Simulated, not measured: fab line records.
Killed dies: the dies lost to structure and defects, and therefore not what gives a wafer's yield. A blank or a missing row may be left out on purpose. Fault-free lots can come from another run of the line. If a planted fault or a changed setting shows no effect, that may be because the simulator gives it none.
fab line records -- flow sky130
record lots=11, wafers=33, lastDay=50
route steps=708 shown FIELD_ISO@24 DNWELL@37 PWDE@55 NWELL@68 VT_ADJUST_NCORE@129 PAD_OPEN@708
lots that met no fault: from a run of the same line without faults
startH: hours from the record's opening day to when the first of the lot's shown wafers began -- waitH: hours since the lot's step before -- " identical to the entry in the row above -- L1.1+2: several wafers, shown together as one row -- - no value present, or no start provided -- * or withheld: withheld -- < > ~ a bound
route shown NAME@n: NAME is a module with steps in the file, n the number in the route of the first one -- usual: the fault-free wafers' mean and standard deviation -- same: alike in all rows -- chamber/n: place in a boat -- sites: readings site by site -- _std_site: the values' standard deviation -- _edge_site: inner sites' mean taken away from outer sites' mean -- radiusMm: how far each site lies from the wafer's centre -- mask NAME#n: copy n -- behind: the most recent tool/chamber to have shaped the wafer -- hold: reason for holding the lot/hours on hold/outcome of the hold -- device: names the non-switching transistor (n, p or np) -- end of line: tests run on the same wafers once the route is complete -- a step with no rows: only its recipe -- killed: dies that structure and defects cost at the first sort, which is not the same as the wafer's yield -- map: a wafer's dies, marking killed ones x, the rest . and places with no die _
set.NAME: the setting that was run; set.NAME@STEP: the one run at that earlier step -- model.NAME: the simulator's own value behind a step, which no gauge read
the route's steps for a sample of lots (tables are steps, rows are wafers)
services: the hour from which a tool's chamber was out of use, counted from the record's first day as startH (under 0 if before that day), plus the number of hours and why
## steps
# step SKY_FIELD_ISO_THK_MEAS_23
# recipe reads=SiO2_of_FIELD_ISO_OXIDATION_22
# usual FIELD_ISO_OXIDATION_01_THK=9.07/0.17
lot.wafer,tool,chamber,startH,waitH,FIELD_ISO_OXIDATION_01_THK[nm]
L453.1,filmMetro-01,-,31.31,0.0,9.50
L453.3,filmMetro-01,-,31.31,0.0,9.46
L453.5,filmMetro-01,-,31.31,0.0,9.42
L454.3,filmMetro-01,-,37.66,0.0,9.33
L454.4,filmMetro-01,-,37.66,0.0,9.28
L454.5,filmMetro-01,-,37.66,0.0,9.26
L456.1,filmMetro-03,-,48.50,0.0,8.92
L456.3,filmMetro-03,-,48.50,0.0,8.94
L456.5,filmMetro-03,-,48.50,0.0,9.25
L457.3,filmMetro-04,-,61.07,0.0,8.90
L457.4,filmMetro-04,-,61.07,0.0,9.12
L457.6,filmMetro-04,-,61.07,0.0,9.02
L461.2,filmMetro-04,-,77.86,0.0,9.06
L461.3,filmMetro-04,-,77.86,0.0,9.24
L461.5,filmMetro-04,-,77.86,0.0,9.19
L466.1,filmMetro-04,-,99.55,0.0,9.23
L466.5,filmMetro-04,-,99.55,0.0,9.24
L466.6,filmMetro-04,-,99.55,0.0,9.16
L467.2,filmMetro-04,-,107.64,0.0,8.88
L467.3,filmMetro-04,-,107.64,0.0,9.02
L467.5,filmMetro-04,-,107.64,0.0,8.99
L469.4,filmMetro-04,-,114.62,0.0,9.05
L469.5,filmMetro-04,-,114.62,0.0,9.01
L469.6,filmMetro-04,-,114.62,0.0,9.10
L471.3,filmMetro-03,-,129.97,0.0,9.13
L471.4,filmMetro-03,-,129.97,0.0,9.01
L471.6,filmMetro-03,-,129.97,0.0,9.00
L473.1,filmMetro-01,-,145.60,0.0,9.10
L473.4,filmMetro-01,-,145.60,0.0,8.86
L473.6,filmMetro-01,-,145.60,0.0,9.16
L476.2,filmMetro-04,-,153.73,0.0,8.97
L476.3,filmMetro-04,-,153.73,0.0,9.15
L476.5,filmMetro-04,-,153.73,0.0,9.04
# step SKY_DNWELL_COAT_02
# recipe spinRpm=2000, resistThkNm=3000
# usual chillPlateTempC=23.00/0.11, dispensePressureKPa=47.9/2.4
lot.wafer,tool,chamber,startH,waitH,chillPlateTempC,dispensePressureKPa
L453.1,lithoTrack-02,0,43.38,0.1,22.86,50.0
L453.3,lithoTrack-02,0,43.38,0.1,23.08,50.0
L453.5,lithoTrack-02,0,43.38,0.1,22.97,50.0
L454.3,lithoTrack-01,0,54.24,0.1,22.99,50.4
L454.4,lithoTrack-01,0,54.24,0.1,23.03,50.5
L454.5,lithoTrack-01,0,54.24,0.1,23.22,50.5
L456.1,lithoTrack-04,0,72.79,0.1,23.12,45.5
L456.3,lithoTrack-04,0,72.79,0.1,23.03,45.5
L456.5,lithoTrack-04,0,72.79,0.1,22.90,45.5
L457.3,lithoTrack-04,0,82.54,0.1,23.04,45.5
L457.4,lithoTrack-04,0,82.54,0.1,23.01,45.5
L457.6,lithoTrack-04,0,82.54,0.1,22.93,45.5
L461.2,lithoTrack-04,0,91.77,0.1,22.98,45.5
L461.3,lithoTrack-04,0,91.77,0.1,22.91,45.5
L461.5,lithoTrack-04,0,91.77,0.1,22.93,45.5
L466.1,lithoTrack-02,0,117.28,0.1,22.96,50.0
L466.5,lithoTrack-02,0,117.28,0.1,22.89,50.0
L466.6,lithoTrack-02,0,117.28,0.1,23.03,50.0
L467.2,lithoTrack-01,-,122.16,0.1,-,-
L467.3,lithoTrack-01,-,122.16,0.1,-,-
L467.5,lithoTrack-01,-,122.16,0.1,-,-
L469.4,lithoTrack-04,-,128.57,0.1,-,-
L469.5,lithoTrack-04,-,128.57,0.1,-,-
L469.6,lithoTrack-04,-,128.57,0.1,-,-
L471.3,lithoTrack-04,0,152.84,0.1,22.99,45.5
L471.4,lithoTrack-04,0,152.84,0.1,23.02,45.5
L471.6,lithoTrack-04,0,152.84,0.1,23.13,45.5
L473.1,lithoTrack-02,0,160.78,0.1,23.04,50.1
L473.4,lithoTrack-02,0,160.78,0.1,23.16,50.0
L473.6,lithoTrack-02,0,160.78,0.1,22.97,50.1
L476.2,lithoTrack-04,0,169.87,0.1,22.98,45.4
L476.3,lithoTrack-04,0,169.87,0.1,22.90,45.5
L476.5,lithoTrack-04,0,169.87,0.1,23.01,45.5
# step SKY_PWDE_TW_MEAS_10
# usual PWDE_TW=376.1/2.7
lot.wafer,tool,chamber,startH,waitH,PWDE_TW
L453.1,filmMetro-03,-,66.07,0.1,379.9
L453.3,filmMetro-03,-,66.07,0.1,379.0
L453.5,filmMetro-03,-,66.07,0.1,377.4
L454.3,filmMetro-03,-,77.00,0.1,377.7
L454.4,filmMetro-03,-,77.00,0.1,378.7
L454.5,filmMetro-03,-,77.00,0.1,376.9
L456.1,filmMetro-04,-,98.07,0.1,376.3
L456.3,filmMetro-04,-,98.07,0.1,378.7
L456.5,filmMetro-04,-,98.07,0.1,377.8
L457.3,filmMetro-02,-,110.25,0.1,372.3
L457.4,filmMetro-02,-,110.25,0.1,374.3
L457.6,filmMetro-02,-,110.25,0.1,371.6
L461.2,filmMetro-02,-,118.84,0.1,373.2
L461.3,filmMetro-02,-,118.84,0.1,375.8
L461.5,filmMetro-02,-,118.84,0.1,375.1
L466.1,filmMetro-04,-,145.53,0.1,376.0
L466.5,filmMetro-04,-,145.53,0.1,376.7
L466.6,filmMetro-04,-,145.53,0.1,377.7
L467.2,filmMetro-02,-,149.94,0.1,1123.3
L467.3,filmMetro-02,-,149.94,0.1,1120.5
L467.5,filmMetro-02,-,149.94,0.1,1123.4
L469.4,filmMetro-04,-,157.46,0.1,1137.3
L469.5,filmMetro-04,-,157.46,0.1,1136.4
L469.6,filmMetro-04,-,157.46,0.1,1127.8
L471.3,filmMetro-04,-,184.35,0.1,377.2
L471.4,filmMetro-04,-,184.35,0.1,374.2
L471.6,filmMetro-04,-,184.35,0.1,373.8
L473.1,filmMetro-04,-,192.52,0.1,377.9
L473.4,filmMetro-04,-,192.52,0.1,377.4
L473.6,filmMetro-04,-,192.52,0.1,378.7
L476.2,filmMetro-04,-,201.89,0.1,377.3
L476.3,filmMetro-04,-,201.89,0.1,377.2
L476.5,filmMetro-04,-,201.89,0.1,377.3
# step SKY_NWELL_TW_MEAS_15
# usual NWELL_TW=1831/15
lot.wafer,tool,chamber,startH,waitH,NWELL_TW
L453.1,filmMetro-04,-,82.32,0.1,1848
L453.3,filmMetro-04,-,82.32,0.1,1850
L453.5,filmMetro-04,-,82.32,0.1,1847
L454.3,filmMetro-04,-,94.10,0.1,1842
L454.4,filmMetro-04,-,94.10,0.1,1837
L454.5,filmMetro-04,-,94.10,0.1,1841
L456.1,filmMetro-04,-,116.93,0.1,1826
L456.3,filmMetro-04,-,116.93,0.1,1831
L456.5,filmMetro-04,-,116.93,0.1,1820
L457.3,filmMetro-03,-,129.32,0.1,1829
L457.4,filmMetro-03,-,129.32,0.1,1830
L457.6,filmMetro-03,-,129.32,0.1,1830
L461.2,filmMetro-04,-,137.39,0.1,1855
L461.3,filmMetro-04,-,137.39,0.1,1849
L461.5,filmMetro-04,-,137.39,0.1,1851
L466.1,filmMetro-02,-,165.17,0.1,1806
L466.5,filmMetro-02,-,165.17,0.1,1816
L466.6,filmMetro-02,-,165.17,0.1,1805
L467.2,filmMetro-03,-,169.98,0.1,1959
L467.3,filmMetro-03,-,169.98,0.1,1955
L467.5,filmMetro-03,-,169.98,0.1,1940
L469.4,filmMetro-04,-,177.61,0.1,1953
L469.5,filmMetro-04,-,177.61,0.1,1953
L469.6,filmMetro-04,-,177.61,0.1,1947
L471.3,filmMetro-02,-,205.80,0.1,1808
L471.4,filmMetro-02,-,205.80,0.1,1809
L471.6,filmMetro-02,-,205.80,0.1,1815
L473.1,filmMetro-03,-,213.78,0.1,1829
L473.4,filmMetro-03,-,213.78,0.1,1830
L473.6,filmMetro-03,-,213.78,0.1,1827
L476.2,filmMetro-02,-,224.54,0.1,1820
L476.3,filmMetro-02,-,224.54,0.1,1821
L476.5,filmMetro-02,-,224.54,0.1,1824
# step SKY_NWELL_TW_MEAS_26
# usual NWELL_2_TW=500/3.1
lot.wafer,tool,chamber,startH,waitH,NWELL_2_TW
L453.1,filmMetro-04,-,99.38,0.1,501
L453.3,filmMetro-04,-,99.38,0.1,503
L453.5,filmMetro-04,-,99.38,0.1,503
L454.3,filmMetro-03,-,112.24,0.1,502
L454.4,filmMetro-03,-,112.24,0.1,503
L454.5,filmMetro-03,-,112.24,0.1,502
L456.1,filmMetro-02,-,135.97,0.1,494
L456.3,filmMetro-02,-,135.97,0.1,493
L456.5,filmMetro-02,-,135.97,0.1,493
L457.3,filmMetro-03,-,148.25,0.1,502
L457.4,filmMetro-03,-,148.25,0.1,500
L457.6,filmMetro-03,-,148.25,0.1,503
L461.2,filmMetro-04,-,155.89,0.1,500
L461.3,filmMetro-04,-,155.89,0.1,500
L461.5,filmMetro-04,-,155.89,0.1,498
L466.1,filmMetro-04,-,185.98,0.1,503
L466.5,filmMetro-04,-,185.98,0.1,499
L466.6,filmMetro-04,-,185.98,0.1,501
L467.2,filmMetro-04,-,190.54,0.1,1151
L467.3,filmMetro-04,-,190.54,0.1,1145
L467.5,filmMetro-04,-,190.54,0.1,1145
L469.4,filmMetro-02,-,198.35,0.1,1132
L469.5,filmMetro-02,-,198.35,0.1,1134
L469.6,filmMetro-02,-,198.35,0.1,1135
L471.3,filmMetro-04,-,228.85,0.1,502
L471.4,filmMetro-04,-,228.85,0.1,500
L471.6,filmMetro-04,-,228.85,0.1,504
L473.1,filmMetro-02,-,236.58,0.1,497
L473.4,filmMetro-02,-,236.58,0.1,497
L473.6,filmMetro-02,-,236.58,0.1,496
L476.2,filmMetro-04,-,247.98,0.1,504
L476.3,filmMetro-04,-,247.98,0.1,504
L476.5,filmMetro-04,-,247.98,0.1,502
# step SKY_NWELL_RTA_28
# recipe tempC=1050, timeS=30, idleTempC=650, rampUpCPerS=150, rampDownCPerS=90, ambient=N2
# usual lampPowerPct=25.31/0.052, wafer_temp_C_max=1054.9/0.87
lot.wafer,tool,chamber,startH,waitH,lampPowerPct,wafer_temp_C_max
L453.1,rtpAnneal-02,0,99.50,0.0,25.25,1055.1
L453.3,rtpAnneal-02,0,99.50,0.0,25.26,1055.6
L453.5,rtpAnneal-02,0,99.50,0.0,25.25,1055.3
L454.3,rtpAnneal-01,0,112.37,0.0,25.24,1054.0
L454.4,rtpAnneal-01,0,112.37,0.0,25.25,1056.0
L454.5,rtpAnneal-01,0,112.37,0.0,25.29,1055.5
L456.1,rtpAnneal-02,0,136.08,0.0,25.30,1055.7
L456.3,rtpAnneal-02,0,136.08,0.0,25.35,1054.8
L456.5,rtpAnneal-02,0,136.08,0.0,25.27,1055.4
L457.3,rtpAnneal-01,0,148.38,0.0,25.28,1054.4
L457.4,rtpAnneal-01,0,148.38,0.0,25.31,1055.3
L457.6,rtpAnneal-01,0,148.38,0.0,25.42,1055.4
L461.2,rtpAnneal-02,0,156.01,0.0,25.34,1054.9
L461.3,rtpAnneal-02,0,156.01,0.0,25.26,1054.0
L461.5,rtpAnneal-02,0,156.01,0.0,25.36,1055.7
L466.1,rtpAnneal-01,0,186.09,0.0,25.34,1055.4
L466.5,rtpAnneal-01,0,186.09,0.0,25.23,1054.9
L466.6,rtpAnneal-01,0,186.09,0.0,25.29,1054.3
L467.2,rtpAnneal-01,0,190.66,0.0,25.17,1053.9
L467.3,rtpAnneal-01,0,190.66,0.0,25.35,1058.1
L467.5,rtpAnneal-01,0,190.66,0.0,25.30,1055.2
L469.4,rtpAnneal-02,0,198.48,0.1,25.26,1055.1
L469.5,rtpAnneal-02,0,198.48,0.1,25.28,1055.9
L469.6,rtpAnneal-02,0,198.48,0.1,25.23,1055.1
L471.3,rtpAnneal-02,0,228.98,0.0,25.35,1056.0
L471.4,rtpAnneal-02,0,228.98,0.0,25.21,1054.2
L471.6,rtpAnneal-02,0,228.98,0.0,25.43,1055.4
L473.1,rtpAnneal-02,0,236.69,0.0,25.32,1053.6
L473.4,rtpAnneal-02,0,236.69,0.0,25.28,1054.9
L473.6,rtpAnneal-02,0,236.69,0.0,25.34,1054.8
L476.2,rtpAnneal-01,0,248.09,0.0,25.35,1054.7
L476.3,rtpAnneal-01,0,248.09,0.0,25.30,1054.3
L476.5,rtpAnneal-01,0,248.09,0.0,25.32,1055.0
# step SKY_VT_ADJUST_NCORE_STRIP_10
# recipe chemistry=O2/N2, powerW=1400, pressureMtorr=1500, platenTempC=withheld, o2FlowSccm=3000, n2FlowSccm=300, overashFraction=0.5
# usual drypumpMotorCurrentA=5.7/0.56, oesProductAu=0.716/0.0049, stripTimeToEndpointS=14.16/0.04
# same overashFraction=0.5
lot.wafer,tool,chamber,startH,waitH,drypumpMotorCurrentA,oesProductAu,rfHoursCounterH,stripTimeToEndpointS
L453.1,plasmaAsher-03,1,175.84,0.1,5.8,0.721,37,14.18
L453.3,plasmaAsher-03,1,175.84,0.1,5.8,0.722,-,14.18
L453.5,plasmaAsher-03,1,175.84,0.1,5.8,0.715,-,14.24
L454.3,plasmaAsher-04,0,189.52,0.1,6.3,0.708,-,14.20
L454.4,plasmaAsher-04,1,189.52,0.1,4.8,0.719,-,14.19
L454.5,plasmaAsher-04,0,189.52,0.1,6.3,0.715,-,14.16
L456.1,plasmaAsher-03,0,217.25,0.1,6.2,0.708,41,14.21
L456.3,plasmaAsher-03,0,217.25,0.1,6.2,0.716,-,14.16
L456.5,plasmaAsher-03,0,217.25,0.1,6.2,0.716,-,14.20
L457.3,plasmaAsher-04,0,233.68,0.1,6.3,0.723,-,14.12
L457.4,plasmaAsher-04,1,233.68,0.1,4.8,0.721,-,14.13
L457.6,plasmaAsher-04,0,233.68,0.1,6.3,0.715,-,14.13
L461.2,plasmaAsher-04,0,242.80,0.1,6.3,0.715,12,14.18
L461.3,plasmaAsher-04,1,242.80,0.1,4.8,0.712,-,14.24
L461.5,plasmaAsher-04,1,242.80,0.1,4.8,0.710,-,14.19
L466.1,plasmaAsher-02,0,278.74,0.1,5.1,0.719,60,14.14
L466.5,plasmaAsher-02,1,278.74,0.1,5.9,0.716,-,14.10
L466.6,plasmaAsher-02,0,278.74,0.1,5.2,0.726,-,14.15
L467.2,plasmaAsher-02,0,283.89,0.1,5.1,0.716,61,14.19
L467.3,plasmaAsher-02,0,283.89,0.1,5.1,0.713,-,14.16
L467.5,plasmaAsher-02,1,283.89,0.1,5.9,0.711,-,14.21
L469.4,plasmaAsher-02,0,291.99,0.1,5.1,0.717,-,14.17
L469.5,plasmaAsher-02,0,291.99,0.1,5.1,0.711,-,14.17
L469.6,plasmaAsher-02,1,291.99,0.1,5.9,0.723,-,14.16
L471.3,plasmaAsher-04,0,328.44,0.1,6.3,0.713,-,14.11
L471.4,plasmaAsher-04,1,328.44,0.1,4.8,0.712,-,14.10
L471.6,plasmaAsher-04,1,328.44,0.1,4.8,0.715,-,14.11
L473.1,plasmaAsher-03,1,338.57,0.1,5.8,0.718,53,14.23
L473.4,plasmaAsher-03,0,338.57,0.1,6.2,0.716,-,14.22
L473.6,plasmaAsher-03,0,338.57,0.1,6.2,0.719,-,14.23
L476.2,plasmaAsher-02,0,350.63,0.1,5.2,0.712,67,14.16
L476.3,plasmaAsher-02,0,350.63,0.1,5.1,0.724,-,14.10
L476.5,plasmaAsher-02,0,350.63,0.1,5.1,0.719,-,14.10
# step SKY_PAD_OPEN_PROBE_99
# usual killed_at_M0_to_M3=43/7.4, killed_at_M4_up=3.1/1.8, killedAtContacts=26/5.6, killedAtFrontEnd=15/4.9, killedAtOther=0.2/0.44, killedDies=87/10, killedOnRim=17/3.7, killedOpen=48/7.6, killedShort=39/6.2
# same grossDies=492, killedAtBackSide=0
lot.wafer,tool,chamber,startH,waitH,killed_at_M0_to_M3,killed_at_M4_up,killedAtContacts,killedAtFrontEnd,killedAtOther,killedDies,killedOnRim,killedOpen,killedShort
L453.1,prober-01,-,1063.81,0.1,41,5,34,20,0,100,20,59,41
L453.3,prober-01,-,1063.91,0.2,47,5,25,23,0,100,16,58,42
L453.5,prober-01,-,1064.01,0.2,42,2,35,16,1,96,19,53,43
L466.1,prober-02,-,1153.07,0.1,36,5,20,15,0,76,13,37,39
L466.5,prober-02,-,1153.27,0.2,50,5,19,9,0,83,15,44,39
L466.6,prober-02,-,1153.32,0.2,49,3,28,17,1,98,19,59,39
L467.2,prober-01,-,1159.05,0.1,44,6,24,418,0,492,96,41,48
L467.3,prober-01,-,1159.10,0.2,44,2,25,421,0,492,96,48,43
L467.5,prober-01,-,1159.20,0.2,39,3,26,424,0,492,96,47,34
L469.4,prober-01,-,1163.03,0.2,49,3,33,407,0,492,96,52,44
L469.5,prober-01,-,1163.08,0.2,46,4,21,421,0,492,96,62,30
L469.6,prober-01,-,1163.13,0.2,49,2,36,404,1,492,96,58,44
L471.3,prober-01,-,1184.20,0.2,31,1,22,27,0,81,13,41,39
L471.4,prober-01,-,1184.25,0.2,37,3,35,14,0,89,23,57,30
L471.6,prober-01,-,1184.35,0.2,49,2,25,20,0,96,13,59,36
L473.1,prober-02,-,1192.69,0.1,33,4,25,25,0,87,19,47,40
L473.4,prober-02,-,1192.84,0.2,48,8,27,12,0,95,16,47,47
L473.6,prober-02,-,1192.94,0.2,52,7,21,11,0,91,17,52,39
L476.2,prober-01,-,1201.65,0.1,45,3,34,11,0,93,16,54,39
L476.3,prober-01,-,1201.70,0.2,43,1,26,10,0,80,17,46,34
L476.5,prober-01,-,1201.80,0.2,40,3,19,14,0,76,16,43,32
# killed by level:class
L453.1 CONTACT:geometricParticle:open=24 VIA1:geometricParticle:short=7 POLY_GATE:geometricParticle:short=6 VIA2:geometricParticle:open=6 METAL2:geometricParticle:short=6 VIA3:geometricParticle:open=4 SPACER:geometricParticle:open=4 CONTACT:geometricParticle:short=4
L453.3 VIA1:geometricParticle:open=11 CONTACT:geometricParticle:open=10 VIA3:geometricParticle:open=9 LI_CONTACT:geometricParticle:open=7 FIELD_ISO:geometricParticle:short=6 FIELD_ISO:geometricParticle:open=6 VIA2:geometricParticle:open=6 CONTACT:geometricParticle:short=5
L453.5 CONTACT:geometricParticle:open=15 VIA1:geometricParticle:open=12 LOCAL_INTERCONNECT:geometricParticle:short=7 FIELD_ISO:geometricParticle:short=5 CONTACT:geometricParticle:short=5 VIA3:geometricParticle:open=5 LI_CONTACT:geometricParticle:short=4 VIA1:geometricParticle:short=4
L466.1 VIA3:geometricParticle:open=12 CONTACT:geometricParticle:open=7 FIELD_ISO:geometricParticle:short=5 FIELD_ISO:geometricParticle:open=4 POLY_GATE:geometricParticle:short=4 LOCAL_INTERCONNECT:geometricParticle:short=4 VIA1:geometricParticle:open=4 METAL2:geometricParticle:short=4
L466.5 VIA1:geometricParticle:open=12 VIA2:geometricParticle:open=8 METAL2:geometricParticle:short=7 CONTACT:geometricParticle:open=6 METAL1:geometricParticle:short=5 VIA2:geometricParticle:short=4 LOCAL_INTERCONNECT:geometricParticle:short=4 CONTACT:geometricParticle:short=4
L466.6 VIA2:geometricParticle:open=12 CONTACT:geometricParticle:open=11 VIA1:geometricParticle:open=8 LI_CONTACT:geometricParticle:open=7 VIA3:geometricParticle:open=6 FIELD_ISO:geometricParticle:open=5 METAL2:geometricParticle:short=5 CONTACT:geometricParticle:short=5
L467.2 DNWELL:areaExpose=403 CONTACT:geometricParticle:open=10 METAL2:geometricParticle:short=9 VIA1:geometricParticle:open=7 VIA2:geometricParticle:open=7 VIA3:geometricParticle:short=5 LI_CONTACT:geometricParticle:open=5 VIA3:geometricParticle:open=5
L467.3 DNWELL:areaExpose=401 VIA3:geometricParticle:open=11 FIELD_ISO:geometricParticle:open=7 CONTACT:geometricParticle:open=7 VIA1:geometricParticle:open=7 FIELD_ISO:geometricParticle:short=6 LOCAL_INTERCONNECT:geometricParticle:short=6 METAL2:geometricParticle:short=6
L467.5 DNWELL:areaExpose=411 CONTACT:geometricParticle:open=13 VIA2:geometricParticle:open=8 VIA1:geometricParticle:open=6 LI_CONTACT:geometricParticle:open=5 CONTACT:geometricParticle:short=5 METAL2:geometricParticle:short=5 VIA3:geometricParticle:short=4
L469.4 DNWELL:areaExpose=396 CONTACT:geometricParticle:short=11 VIA3:geometricParticle:open=11 VIA1:geometricParticle:open=11 LI_CONTACT:geometricParticle:open=7 LOCAL_INTERCONNECT:geometricParticle:short=6 CONTACT:geometricParticle:open=6 VIA2:geometricParticle:open=6
L469.5 DNWELL:areaExpose=400 VIA1:geometricParticle:open=16 POLY_GATE:geometricParticle:open=10 VIA2:geometricParticle:open=9 CONTACT:geometricParticle:open=8 VIA3:geometricParticle:open=7 FIELD_ISO:geometricParticle:open=6 LI_CONTACT:geometricParticle:open=6
L469.6 DNWELL:areaExpose=389 CONTACT:geometricParticle:open=15 VIA1:geometricParticle:open=12 VIA2:geometricParticle:open=9 VIA3:geometricParticle:open=8 LI_CONTACT:geometricParticle:open=7 LI_CONTACT:geometricParticle:short=6 VIA1:geometricParticle:short=6
L471.3 POLY_GATE:geometricParticle:open=10 LI_CONTACT:geometricParticle:open=7 CONTACT:geometricParticle:open=7 METAL2:geometricParticle:short=7 VIA1:geometricParticle:short=5 VIA1:geometricParticle:open=5 FIELD_ISO:geometricParticle:open=4 POLY_GATE:geometricParticle:short=4
L471.4 CONTACT:geometricParticle:open=16 LI_CONTACT:geometricParticle:open=11 VIA1:geometricParticle:open=11 VIA3:geometricParticle:open=7 METAL2:geometricParticle:short=6 VIA1:geometricParticle:short=5 CONTACT:geometricParticle:short=4 FIELD_ISO:geometricParticle:short=3
L471.6 CONTACT:geometricParticle:open=14 VIA1:geometricParticle:open=14 METAL1:geometricParticle:short=7 VIA2:geometricParticle:open=7 FIELD_ISO:geometricParticle:short=5 FIELD_ISO:geometricParticle:open=5 POLY_GATE:geometricParticle:open=5 METAL1:geometricParticle:open=4
L473.1 CONTACT:geometricParticle:open=10 POLY_GATE:geometricParticle:short=9 VIA1:geometricParticle:open=9 VIA2:geometricParticle:open=7 POLY_GATE:geometricParticle:open=5 LI_CONTACT:geometricParticle:open=5 LOCAL_INTERCONNECT:geometricParticle:short=5 METAL1:geometricParticle:short=5
L473.4 VIA1:geometricParticle:open=10 LI_CONTACT:geometricParticle:open=9 METAL2:geometricParticle:short=7 VIA3:geometricParticle:open=7 LOCAL_INTERCONNECT:geometricParticle:short=6 CONTACT:geometricParticle:open=6 VIA2:geometricParticle:open=6 LI_CONTACT:geometricParticle:short=5
L473.6 VIA1:geometricParticle:open=16 CONTACT:geometricParticle:open=9 METAL2:geometricParticle:short=6 VIA2:geometricParticle:open=6 LI_CONTACT:geometricParticle:open=5 VIA2:geometricParticle:short=5 METAL3:geometricParticle:short=4 LI_CONTACT:geometricParticle:short=4
L476.2 CONTACT:geometricParticle:open=14 VIA2:geometricParticle:open=9 LI_CONTACT:geometricParticle:open=8 VIA1:geometricParticle:open=7 METAL1:geometricParticle:short=6 METAL2:geometricParticle:short=6 CONTACT:geometricParticle:short=5 VIA3:geometricParticle:open=5
L476.3 CONTACT:geometricParticle:open=11 LI_CONTACT:geometricParticle:open=9 VIA1:geometricParticle:open=8 VIA3:geometricParticle:short=8 METAL1:geometricParticle:short=5 VIA2:geometricParticle:open=5 VIA2:geometricParticle:short=4 VIA3:geometricParticle:open=4
L476.5 CONTACT:geometricParticle:open=9 VIA1:geometricParticle:open=9 METAL2:geometricParticle:short=8 LI_CONTACT:geometricParticle:open=7 METAL1:geometricParticle:short=6 FIELD_ISO:geometricParticle:short=5 POLY_GATE:geometricParticle:open=5 VIA2:geometricParticle:open=4
## services
tool,chamber,startH,hours,kind
plasmaAsher-02,-,73.61,7.6,pm
plasmaAsher-02,-,87.62,2.6,repair
plasmaAsher-04,-,108.75,9.0,pm
plasmaAsher-04,0,108.75,9.0,ventCycle
plasmaAsher-04,1,108.75,9.0,ventCycle
plasmaAsher-04,0,117.75,-,clean
plasmaAsher-04,1,117.75,-,clean
plasmaAsher-03,-,120.57,0.9,repair
plasmaAsher-02,-,174.60,5.1,repair
plasmaAsher-03,-,290.01,0.7,repair
## key
firstSign step=SKY_DNWELL_COAT_02, reading=toolRecord, direction=missing
effect step=SKY_PWDE_TW_MEAS_10, reading=PWDE_TW, direction=up, sigmas=99+, usual=376.1, struck=1128.1
effect step=SKY_NWELL_TW_MEAS_15, reading=NWELL_TW, direction=up, sigmas=7.9, usual=1831, struck=1951
effect step=SKY_NWELL_TW_MEAS_26, reading=NWELL_2_TW, direction=up, sigmas=99+, usual=500, struck=1141
effect step=SKY_PAD_OPEN_PROBE_99, reading=killedAtFrontEnd, direction=up, sigmas=83, usual=15, struck=416
moreKillsBornAt SKY_DNWELL_EXPOSE_04@ilineStepper-02=1215, SKY_DNWELL_EXPOSE_04@ilineStepper-01=1185
metAt SKY_DNWELL_COAT_02
struckLots L467,L469
testerLeftOut L467,L469
notActingAt SKY_FIELD_ISO_THK_MEAS_23,SKY_NWELL_RTA_28,SKY_VT_ADJUST_NCORE_STRIP_10
onsetBetween 91.77 122.16
fault kind=skippedStepWhole, tool=lithoTrack-01,lithoTrack-04, chamber=-, onsetH=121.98, steps=SKY_DNWELL_COAT_02, scope=struckLotsOnly
# testerLeftOut: of these lots the tester's yield and bins aren't shown, on N5 and GAA mostly nor the transistor test; their killed dies are dies lost to structure and defects alone, not to doping, threshold or leakage, so they don't give the yield
